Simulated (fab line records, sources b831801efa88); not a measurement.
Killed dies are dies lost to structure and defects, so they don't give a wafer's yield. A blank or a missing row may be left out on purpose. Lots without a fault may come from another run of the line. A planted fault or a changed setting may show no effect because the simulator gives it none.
Which tool did it? | flow sky130 | 12 lots, 36 wafers sampled, at 1 step of a route of 708

WHAT THE GAUGES READ, wafer by wafer
SKY_VIA2_BOW_MEAS_03.
lot  | measured     | on            | VIA2_BOW (um)
L075 | day 35 12:46 | film_metro-03 | 81 86 78
L077 | day 36 00:29 | film_metro-02 | 92 79 91
L079 | day 36 14:02 | film_metro-03 | 89 82 89
L081 | day 37 19:18 | film_metro-02 | 70 101 79
L083 | day 38 20:28 | film_metro-03 | 85 95 88
L084 | day 39 02:11 | film_metro-01 | 90 81 96
L088 | day 39 18:12 | film_metro-03 | 105 88 87
L090 | day 40 13:22 | film_metro-02 | 92 86 94
L091 | day 40 22:55 | film_metro-03 | 91 93 98
L093 | day 41 02:57 | film_metro-03 | 95 85 90
L094 | day 41 13:38 | film_metro-01 | 76 67 77
L097 | day 41 23:00 | film_metro-03 | 83 95 86

WHICH TOOL RAN EACH LOT (tool, then ch and the chambers of the sampled wafers, then the start)
The record holds no process step before these readings.

THE ANSWER, worked out from the rows above alone
Rule: what is usual is taken from the lots themselves. Put in order of their means at a reading, lots are off if they are a third of the lots or fewer, leave a main group of 4 or more, and stand apart from it by a gap of 3 or more times the standard deviation of the main group's means; of several such gaps the widest counts. A main group whose means are all the same, to the digits that the tables above print for the reading, isn't used. A lot without any number at a reading at which 4 lots or more have one is off too. The other lots that the step has rows for count as sound.
No lot is off at any reading shown: from this, nothing can be told.

WHAT THE SIMULATOR HAD PUT IN
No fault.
